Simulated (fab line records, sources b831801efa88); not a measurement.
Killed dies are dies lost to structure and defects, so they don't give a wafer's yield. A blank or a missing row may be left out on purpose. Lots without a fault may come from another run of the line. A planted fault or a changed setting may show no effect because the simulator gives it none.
fab line records | flow sky130 | part 1 of 2: steps 1 to 32 of 44
record lots=5 wafers=15 last_day=50
route steps=708 shown VT_ADJUST_LVTN@97 VT_ADJUST_NCORE@119 VT_ADJUST_HVTR@131
lots that met no fault: from a run of the same line without faults
start_h: hours from the record's first day to the start of the lot's first wafer shown | wait_h: hours since the lot's step before | " the same as in the row above | L1.1+2: a row that stands for several wafers | - no value, or no start given | * or withheld: withheld | < > ~ a bound
route shown NAME@n: a module of which the file shows steps, and the number in the route of the first | usual: mean/standard deviation of fault-free wafers | same: alike in all rows | chamber/n: place in a boat | sites: the reading at each site | _std_site: their standard deviation | _edge_site: outer sites' mean less inner sites' | radius_mm: how far each site lies from the wafer's centre | mask NAME#n: copy n | behind: the tool/chamber that last shaped the wafer | hold: why the lot was held/for how many hours/how that ended | device: the transistor (n, p or np) that didn't switch | end of line: the same wafers' tests at the end of the route | a step without rows: its recipe alone | killed: dies lost to structure and defects at the first sort, not the wafer's yield | map: a wafer's dies, x killed, . not, _ none there
set.NAME: the setting as run; set.NAME@STEP: as run at that earlier step | model.NAME: the simulator's own value behind a step, which no gauge read
lots at some steps of the route; a table a step, a row a wafer
services: from which hour (start_h, from the record's first day; less than 0 if before it) a tool's chamber was out of use, for how many hours, and why
## steps
# step SKY_VT_ADJUST_LVTN_DEHYDRATE_00
# recipe temp_c=200 time_s=60
# columns lot.wafer tool chamber start_h wait_h
L081.1+2+6 litho_track-03 0 176.54 9.5
L085.1+5+6 litho_track-02 0 210.26 9.6
L087.2+3+5 litho_track-02 0 214.23 10.5
L096.1+5+6 litho_track-01 0 275.65 11.3
L097.1+3+4 litho_track-03 0 280.53 11.6
# step SKY_VT_ADJUST_LVTN_HMDS_01
# recipe prime_time_s=60 prime_temp_c=120
# usual prime_temp_c=120.01/0.13
# columns lot.wafer tool chamber start_h wait_h prime_temp_c
L081.1 litho_track-03 0 176.69 0.1 120.00
L081.2 " 0 " " 120.09
L081.6 " 0 " " 120.05
L085.1 litho_track-02 0 210.41 0.1 120.04
L085.5 " 0 " " 119.87
L085.6 " 0 " " 119.91
L087.2 litho_track-02 0 214.38 0.1 120.00
L087.3 " 0 " " 120.18
L087.5 " 0 " " 119.94
L096.1 litho_track-01 0 275.80 0.1 119.99
L096.5 " 0 " " 120.10
L096.6 " 0 " " 120.00
L097.1 litho_track-03 0 280.68 0.1 119.91
L097.3 " 0 " " 120.34
L097.4 " 0 " " 120.18
# step SKY_VT_ADJUST_LVTN_COAT_02
# recipe spin_rpm=2000 resist_thk_nm=3000
# columns lot.wafer tool chamber start_h wait_h
L081.1+2+6 litho_track-03 0 176.84 0.1
L085.1+5+6 litho_track-02 0 210.56 0.1
L087.2+3+5 litho_track-02 0 214.53 0.1
L096.1+5+6 litho_track-01 0 275.95 0.1
L097.1+3+4 litho_track-03 0 280.83 0.1
# step SKY_VT_ADJUST_LVTN_SOFTBAKE_03
# recipe temp_c=110 time_s=withheld
# columns lot.wafer tool chamber start_h wait_h
L081.1+2+6 litho_track-03 0 176.99 0.1
L085.1+5+6 litho_track-02 0 210.71 0.1
L087.2+3+5 litho_track-02 0 214.69 0.1
L096.1+5+6 litho_track-01 0 276.10 0.1
L097.1+3+4 litho_track-03 0 280.98 0.1
# step SKY_VT_ADJUST_LVTN_EXPOSE_04
# recipe mask_id=NWM_COMPLEMENT_LESS_NATIVE na=0.6 source_shape=conventional sigma_outer=0.6 polarization=unpolarized target_cd_nm=840 dose_mj=194
# same sigma_outer=0.6
# columns lot.wafer tool chamber start_h wait_h mask
L081.1+2+6 iline_stepper-01 0 - - NWM_COMPLEMENT_LESS_NATIVE#0
L085.1+5+6 iline_stepper-01 0 - - NWM_COMPLEMENT_LESS_NATIVE#0
L087.2+3+5 iline_stepper-02 0 - - NWM_COMPLEMENT_LESS_NATIVE#0
L096.1+5+6 iline_stepper-02 0 - - NWM_COMPLEMENT_LESS_NATIVE#0
L097.1+3+4 iline_stepper-01 0 - - NWM_COMPLEMENT_LESS_NATIVE#0
# step SKY_VT_ADJUST_LVTN_PEB_05
# recipe temp_c=115 time_s=withheld
# columns lot.wafer tool chamber start_h wait_h
L081.1+2+6 litho_track-01 0 - -
L085.1+5+6 litho_track-02 0 - -
L087.2+3+5 litho_track-01 0 - -
L096.1+5+6 litho_track-03 0 - -
L097.1+3+4 litho_track-01 0 - -
# step SKY_VT_ADJUST_LVTN_DEVELOP_06
# recipe wall_angle_deg=90 developer=TMAH develop_time_s=60 dev_temp_c=23
# columns lot.wafer tool chamber start_h wait_h
L081.1+2+6 litho_track-01 0 - -
L085.1+5+6 litho_track-02 0 - -
L087.2+3+5 litho_track-01 0 - -
L096.1+5+6 litho_track-03 0 - -
L097.1+3+4 litho_track-01 0 - -
# step SKY_VT_ADJUST_LVTN_OVL_MEAS_07
# usual VT_ADJUST_LVTN_OVL=-0.3/1.2
# columns lot.wafer tool chamber start_h wait_h VT_ADJUST_LVTN_OVL[nm]
L081.1 overlay-02 - 187.45 - -0.6
L081.2 " - " " -1.5
L081.6 " - " " -1.6
L085.1 overlay-02 - 222.61 - 0.3
L085.5 " - " " -2.2
L085.6 " - " " -1.6
L087.2 overlay-02 - 226.40 - 2.5
L087.3 " - " " 2.3
L087.5 " - " " 1.9
L096.1 overlay-01 - 288.48 - 0.2
L096.5 " - " " -0.6
L096.6 " - " " 0.2
L097.1 overlay-01 - 293.70 - 0.9
L097.3 " - " " -0.2
L097.4 " - " " -0.1
# step SKY_VT_ADJUST_LVTN_IMPLANT_08
# recipe species=B energy_kev=30 dose_cm2=1.57e+12 tilt_deg=withheld
# usual beam_energy_keV=30.000/0.0098 faraday_current_uA=8.86/0.18
# columns lot.wafer tool chamber start_h wait_h beam_energy_keV faraday_current_uA
L081.1 implanter-04 0 187.48 0.0 29.983 9.19
L081.2 " 0 " " 29.984 8.95
L081.6 " 0 " " 29.990 8.84
L085.1 implanter-04 0 222.65 0.0 29.997 8.65
L085.5 " 0 " " 30.012 8.99
L085.6 " 0 " " 30.010 9.19
L087.2 implanter-03 0 226.46 0.0 30.000 8.69
L087.3 " 0 " " 30.012 8.75
L087.5 " 0 " " 29.991 8.83
L096.1 implanter-03 0 288.52 0.0 30.007 8.83
L096.5 " 0 " " 30.022 8.91
L096.6 " 0 " " 30.006 8.94
L097.1 implanter-03 0 293.73 0.0 29.989 8.86
L097.3 " 0 " " 30.009 9.02
L097.4 " 0 " " 29.993 8.69
# step SKY_VT_ADJUST_LVTN_STRIP_09
# recipe chemistry=O2/N2 power_w=1400 pressure_mtorr=1500 platen_temp_c=withheld o2_flow_sccm=3000 n2_flow_sccm=300 overash_fraction=0.5
# usual drypump_motor_current_A=5.5/0.61 oes_product_au=0.721/0.0047 strip_time_to_endpoint_s=36.91/0.097
# columns lot.wafer tool chamber start_h wait_h drypump_motor_current_A oes_product_au rf_hours_counter_h strip_time_to_endpoint_s
L081.1 plasma_asher-01 0 187.63 0.1 5.1 0.729 37 37.03
L081.2 " 1 " " 6.3 0.718 37 36.99
L081.6 " 1 " " 6.3 0.724 - 37.00
L085.1 plasma_asher-04 0 222.80 0.1 4.8 0.720 10 36.99
L085.5 " 0 " " 4.8 0.716 - 36.99
L085.6 " 1 " " 6.2 0.717 - 36.98
L087.2 plasma_asher-04 0 226.58 0.1 4.9 0.723 11 37.16
L087.3 " 0 " " 4.9 0.725 - 37.03
L087.5 " 0 " " 4.9 0.720 - 37.10
L096.1 plasma_asher-04 1 288.67 0.1 6.2 0.725 17 37.00
L096.5 " 0 " " 4.9 0.719 - 36.94
L096.6 " 1 " " 6.2 0.720 - 36.89
L097.1 plasma_asher-01 1 293.88 0.1 6.3 0.712 47 36.89
L097.3 " 1 " " 6.2 0.721 - 36.82
L097.4 " 0 " " 5.2 0.714 - 36.86
# step SKY_VT_ADJUST_LVTN_TW_MEAS_10
# usual VT_ADJUST_LVTN_TW=241.8/1.7
# columns lot.wafer tool chamber start_h wait_h VT_ADJUST_LVTN_TW
L081.1 film_metro-01 - 187.73 0.1 239.5
L081.2 " - " " 240.1
L081.6 " - " " 241.3
L085.1 film_metro-01 - 222.90 0.1 240.0
L085.5 " - " " 240.3
L085.6 " - " " 239.5
L087.2 film_metro-02 - 226.69 0.1 242.5
L087.3 " - " " 243.7
L087.5 " - " " 243.1
L096.1 film_metro-04 - 288.77 0.1 244.2
L096.5 " - " " 242.5
L096.6 " - " " 244.9
L097.1 film_metro-01 - 293.98 0.1 242.3
L097.3 " - " " 241.1
L097.4 " - " " 240.6
# step SKY_VT_ADJUST_LVTN_DEHYDRATE_11
# recipe temp_c=200 time_s=60
# columns lot.wafer tool chamber start_h wait_h
L081.1+2+6 litho_track-01 0 197.05 9.3
L085.1+5+6 litho_track-03 0 233.83 10.9
L087.2+3+5 litho_track-01 0 237.37 10.7
L096.1+5+6 litho_track-03 0 300.43 11.7
L097.1+3+4 litho_track-03 0 305.98 12.0
# step SKY_VT_ADJUST_LVTN_HMDS_12
# recipe prime_time_s=60 prime_temp_c=120
# usual prime_temp_c=119.95/0.14
# columns lot.wafer tool chamber start_h wait_h prime_temp_c
L081.1 litho_track-01 0 197.20 0.1 119.89
L081.2 " 0 " " 120.15
L081.6 " 0 " " 119.92
L085.1 litho_track-03 0 233.98 0.1 119.70
L085.5 " 0 " " 119.68
L085.6 " 0 " " 119.94
L087.2 litho_track-01 0 237.52 0.1 120.03
L087.3 " 0 " " 119.80
L087.5 " 0 " " 119.89
L096.1 litho_track-03 0 300.58 0.1 120.24
L096.5 " 0 " " 119.95
L096.6 " 0 " " 120.02
L097.1 litho_track-03 0 306.13 0.1 119.97
L097.3 " 0 " " 119.86
L097.4 " 0 " " 120.10
# step SKY_VT_ADJUST_LVTN_COAT_13
# recipe resist=NOVOLAK spin_rpm=3000 resist_thk_nm=1140
# columns lot.wafer tool chamber start_h wait_h
L081.1+2+6 litho_track-01 0 197.35 0.1
L085.1+5+6 litho_track-03 0 234.13 0.1
L087.2+3+5 litho_track-01 0 237.67 0.1
L096.1+5+6 litho_track-03 0 300.73 0.1
L097.1+3+4 litho_track-03 0 306.28 0.1
# step SKY_VT_ADJUST_LVTN_SOFTBAKE_14
# recipe temp_c=90 time_s=60 resist=NOVOLAK
# columns lot.wafer tool chamber start_h wait_h
L081.1+2+6 litho_track-01 0 197.50 0.1
L085.1+5+6 litho_track-03 0 234.28 0.1
L087.2+3+5 litho_track-01 0 237.82 0.1
L096.1+5+6 litho_track-03 0 300.88 0.1
L097.1+3+4 litho_track-03 0 306.43 0.1
# step SKY_VT_ADJUST_LVTN_EXPOSE_15
# recipe mask_id=HVN_STD_DERIVED na=0.6 source_shape=conventional sigma_outer=0.6 polarization=unpolarized target_cd_nm=600 dose_mj=163
# same sigma_outer=0.6
# columns lot.wafer tool chamber start_h wait_h mask
L081.1+2+6 iline_stepper-02 0 - - HVN_STD_DERIVED#0
L085.1+5+6 iline_stepper-02 0 - - HVN_STD_DERIVED#0
L087.2+3+5 iline_stepper-02 0 - - HVN_STD_DERIVED#0
L096.1+5+6 iline_stepper-01 0 - - HVN_STD_DERIVED#0
L097.1+3+4 iline_stepper-02 0 - - HVN_STD_DERIVED#0
# step SKY_VT_ADJUST_LVTN_PEB_16
# recipe temp_c=withheld time_s=* resist=NOVOLAK
# columns lot.wafer tool chamber start_h wait_h
L081.1+2+6 litho_track-02 0 - -
L085.1+5+6 litho_track-02 0 - -
L087.2+3+5 litho_track-03 0 - -
L096.1+5+6 litho_track-01 0 - -
L097.1+3+4 litho_track-03 0 - -
# step SKY_VT_ADJUST_LVTN_DEVELOP_17
# recipe resist=NOVOLAK developer=TMAH develop_time_s=60 dev_temp_c=23
# columns lot.wafer tool chamber start_h wait_h
L081.1+2+6 litho_track-02 0 208.01 0.1
L085.1+5+6 litho_track-02 0 245.46 0.1
L087.2+3+5 litho_track-03 0 249.71 0.1
L096.1+5+6 litho_track-01 0 313.10 0.1
L097.1+3+4 litho_track-03 0 318.98 0.1
# step SKY_VT_ADJUST_LVTN_OVL_MEAS_18
# usual VT_ADJUST_LVTN_01_OVL=-1.5/1.2
# columns lot.wafer tool chamber start_h wait_h VT_ADJUST_LVTN_01_OVL[nm]
L081.1 overlay-02 - 208.16 0.1 -2.6
L081.2 " - " " -2.6
L081.6 " - " " -2.5
L085.1 overlay-01 - 245.61 0.1 -1.6
L085.5 " - " " 0.4
L085.6 " - " " -0.7
L087.2 overlay-01 - 249.84 0.1 -0.4
L087.3 " - " " -1.0
L087.5 " - " " 0.8
L096.1 overlay-02 - 313.25 0.1 -1.8
L096.5 " - " " -2.3
L096.6 " - " " 1.3
L097.1 overlay-02 - 319.13 0.1 -1.8
L097.3 " - " " -1.1
L097.4 " - " " 1.0
# step SKY_VT_ADJUST_LVTN_IMPLANT_19
# recipe species=B energy_kev=30 dose_cm2=6.5e+11 tilt_deg=withheld
# usual beam_energy_keV=30.000/0.011 faraday_current_uA=3.66/0.078
# columns lot.wafer tool chamber start_h wait_h beam_energy_keV faraday_current_uA
L081.1 implanter-04 0 208.20 0.0 29.999 3.51
L081.2 " 0 " " 30.006 3.59
L081.6 " 0 " " 30.003 3.72
L085.1 implanter-04 0 245.65 0.0 30.009 3.73
L085.5 " 0 " " 30.003 3.67
L085.6 " 0 " " 29.997 3.78
L087.2 implanter-02 0 249.90 0.0 29.987 3.57
L087.3 " 0 " " 29.985 3.73
L087.5 " 0 " " 30.000 3.50
L096.1 implanter-02 0 313.28 0.0 30.015 3.56
L096.5 " 0 " " 30.011 3.77
L096.6 " 0 " " 30.019 3.75
L097.1 implanter-02 0 319.17 0.0 29.988 3.59
L097.3 " 0 " " 30.019 3.67
L097.4 " 0 " " 29.984 3.68
# step SKY_VT_ADJUST_LVTN_STRIP_20
# recipe chemistry=O2/N2 power_w=1400 pressure_mtorr=1500 platen_temp_c=withheld o2_flow_sccm=3000 n2_flow_sccm=300 overash_fraction=0.5
# usual drypump_motor_current_A=5.6/0.62 oes_product_au=0.716/0.0041 strip_time_to_endpoint_s=14.19/0.039
# columns lot.wafer tool chamber start_h wait_h drypump_motor_current_A oes_product_au rf_hours_counter_h strip_time_to_endpoint_s
L081.1 plasma_asher-01 0 208.35 0.1 5.2 0.717 39 14.16
L081.2 " 1 " " 6.3 0.712 39 14.14
L081.6 " 1 " " 6.3 0.715 - 14.18
L085.1 plasma_asher-04 0 245.80 0.1 4.9 0.717 13 14.19
L085.5 " 1 " " 6.2 0.721 - 14.19
L085.6 " 0 " " 4.9 0.719 - 14.23
L087.2 plasma_asher-03 0 250.02 0.1 4.8 0.722 59 14.14
L087.3 " 0 " " 4.8 0.710 - 14.11
L087.5 " 0 " " 4.8 0.720 - 14.18
L096.1 plasma_asher-03 0 313.43 0.1 4.8 0.711 65 14.15
L096.5 " 1 " " 5.8 0.715 - 14.19
L096.6 " 0 " " 4.8 0.717 - 14.15
L097.1 plasma_asher-01 1 319.32 0.1 6.3 0.720 50 14.13
L097.3 " 1 " " 6.3 0.713 - 14.14
L097.4 " 0 " " 5.2 0.713 - 14.15
# step SKY_VT_ADJUST_LVTN_TW_MEAS_21
# usual VT_ADJUST_LVTN_2_TW=188.5/1.3
# columns lot.wafer tool chamber start_h wait_h VT_ADJUST_LVTN_2_TW
L081.1 film_metro-01 - 208.45 0.1 186.5
L081.2 " - " " 186.3
L081.6 " - " " 186.9
L085.1 film_metro-01 - 245.90 0.1 187.1
L085.5 " - " " 186.9
L085.6 " - " " 187.0
L087.2 film_metro-02 - 250.13 0.1 190.2
L087.3 " - " " 188.5
L087.5 " - " " 189.3
L096.1 film_metro-01 - 313.53 0.1 187.1
L096.5 " - " " 187.3
L096.6 " - " " 186.4
L097.1 film_metro-04 - 319.42 0.1 189.1
L097.3 " - " " 187.4
L097.4 " - " " 188.6
# step SKY_VT_ADJUST_NCORE_DEHYDRATE_00
# recipe temp_c=200 time_s=60
# columns lot.wafer tool chamber start_h wait_h
L081.1+2+6 litho_track-03 0 218.63 10.2
L085.1+5+6 litho_track-03 0 257.48 11.6
L087.2+3+5 litho_track-03 0 261.61 11.5
L096.1+5+6 litho_track-01 0 325.85 12.3
L097.1+3+4 litho_track-03 0 331.23 11.8
# step SKY_VT_ADJUST_NCORE_HMDS_01
# recipe prime_time_s=60 prime_temp_c=120
# usual prime_temp_c=120.00/0.15
# columns lot.wafer tool chamber start_h wait_h prime_temp_c
L081.1 litho_track-03 0 218.78 0.1 120.07
L081.2 " 0 " " 119.97
L081.6 " 0 " " 119.89
L085.1 litho_track-03 0 257.63 0.1 119.87
L085.5 " 0 " " 120.18
L085.6 " 0 " " 120.14
L087.2 litho_track-03 0 261.76 0.1 120.19
L087.3 " 0 " " 120.54
L087.5 " 0 " " 120.33
L096.1 litho_track-01 0 326.00 0.1 120.03
L096.5 " 0 " " 119.92
L096.6 " 0 " " 120.23
L097.1 litho_track-03 0 331.38 0.1 120.18
L097.3 " 0 " " 119.83
L097.4 " 0 " " 119.79
# step SKY_VT_ADJUST_NCORE_COAT_02
# recipe resist=NOVOLAK spin_rpm=3000 resist_thk_nm=1140
# columns lot.wafer tool chamber start_h wait_h
L081.1+2+6 litho_track-03 0 218.93 0.1
L085.1+5+6 litho_track-03 0 257.78 0.1
L087.2+3+5 litho_track-03 0 261.91 0.1
L096.1+5+6 litho_track-01 0 326.15 0.1
L097.1+3+4 litho_track-03 0 331.53 0.1
# step SKY_VT_ADJUST_NCORE_SOFTBAKE_03
# recipe temp_c=90 time_s=60 resist=NOVOLAK
# columns lot.wafer tool chamber start_h wait_h
L081.1+2+6 litho_track-03 0 219.08 0.1
L085.1+5+6 litho_track-03 0 257.93 0.1
L087.2+3+5 litho_track-03 0 262.06 0.1
L096.1+5+6 litho_track-01 0 326.30 0.1
L097.1+3+4 litho_track-03 0 331.68 0.1
# step SKY_VT_ADJUST_NCORE_EXPOSE_04
# recipe mask_id=LVTN_COMPLEMENT_THIN na=0.6 source_shape=conventional sigma_outer=0.6 polarization=unpolarized target_cd_nm=380 dose_mj=139
# same sigma_outer=0.6
# columns lot.wafer tool chamber start_h wait_h mask
L081.1+2+6 iline_stepper-02 0 - - LVTN_COMPLEMENT_THIN#0
L085.1+5+6 iline_stepper-01 0 - - LVTN_COMPLEMENT_THIN#0
L087.2+3+5 iline_stepper-01 0 - - LVTN_COMPLEMENT_THIN#0
L096.1+5+6 iline_stepper-01 0 - - LVTN_COMPLEMENT_THIN#0
L097.1+3+4 iline_stepper-01 0 - - LVTN_COMPLEMENT_THIN#0
# step SKY_VT_ADJUST_NCORE_PEB_05
# recipe temp_c=withheld time_s=* resist=NOVOLAK
# columns lot.wafer tool chamber start_h wait_h
L081.1+2+6 litho_track-04 0 - -
L085.1+5+6 litho_track-01 0 - -
L087.2+3+5 litho_track-01 0 - -
L096.1+5+6 litho_track-04 0 - -
L097.1+3+4 litho_track-03 0 - -
# step SKY_VT_ADJUST_NCORE_DEVELOP_06
# recipe resist=NOVOLAK developer=TMAH develop_time_s=60 dev_temp_c=23
# columns lot.wafer tool chamber start_h wait_h
L081.1+2+6 litho_track-04 0 230.13 0.1
L085.1+5+6 litho_track-01 0 269.85 0.1
L087.2+3+5 litho_track-01 0 273.82 0.1
L096.1+5+6 litho_track-04 0 339.48 0.1
L097.1+3+4 litho_track-03 0 344.23 0.1
# step SKY_VT_ADJUST_NCORE_CD_MEAS_07
# recipe target_cd_nm=380
# usual cd_nm=379.6/2.9
# columns lot.wafer tool chamber start_h wait_h cd_nm
L081.1 cd_sem-01 - 230.28 0.1 376.3
L081.2 " - " " 374.8
L081.6 " - " " 376.8
L085.1 cd_sem-02 - 270.00 0.1 380.0
L085.5 " - " " 377.1
L085.6 " - " " 376.6
L087.2 cd_sem-02 - 273.97 0.1 382.9
L087.3 " - " " 382.9
L087.5 " - " " 382.5
L096.1 cd_sem-02 - 339.63 0.1 378.3
L096.5 " - " " 380.7
L096.6 " - " " 379.9
L097.1 cd_sem-02 - 344.45 0.2 382.1
L097.3 " - " " 384.3
L097.4 " - " " 383.4
# step SKY_VT_ADJUST_NCORE_OVL_MEAS_08
# usual VT_ADJUST_NCORE_OVL=-0.5/1.8
# columns lot.wafer tool chamber start_h wait_h VT_ADJUST_NCORE_OVL[nm]
L081.1 overlay-02 - 230.40 0.1 2.3
L081.2 " - " " 3.3
L081.6 " - " " 2.5
L085.1 overlay-01 - 270.12 0.1 0.9
L085.5 " - " " 0.6
L085.6 " - " " 0.2
L087.2 overlay-01 - 274.07 0.1 -0.7
L087.3 " - " " -2.8
L087.5 " - " " -0.6
L096.1 overlay-01 - 339.75 0.1 -1.4
L096.5 " - " " -4.0
L096.6 " - " " -5.0
L097.1 overlay-01 - 344.57 0.1 -2.2
L097.3 " - " " -1.9
L097.4 " - " " 0.1
# step SKY_VT_ADJUST_NCORE_IMPLANT_09
# recipe species=B energy_kev=10 dose_cm2=2.4e+12 tilt_deg=withheld
# usual beam_energy_keV=10.0000/0.0026 faraday_current_uA=13.56/0.28
# columns lot.wafer tool chamber start_h wait_h beam_energy_keV faraday_current_uA
L081.1 implanter-03 0 230.43 0.0 10.002 13.71
L081.2 " 0 " " 10.003 13.77
L081.6 " 0 " " 10.002 13.62
L085.1 implanter-01 0 270.15 0.0 9.9980 13.01
L085.5 " 0 " " 9.9982 13.38
L085.6 " 0 " " 9.9957 13.51
L087.2 implanter-03 0 274.13 0.0 10.003 13.34
L087.3 " 0 " " 10.000 13.41
L087.5 " 0 " " 9.9992 13.58
L096.1 implanter-01 0 339.78 0.0 10.003 13.37
L096.5 " 0 " " 10.005 13.73
L096.6 " 0 " " 10.004 13.67
L097.1 implanter-01 0 344.60 0.0 10.004 13.41
L097.3 " 0 " " 9.9969 13.77
L097.4 " 0 " " 10.001 13.29
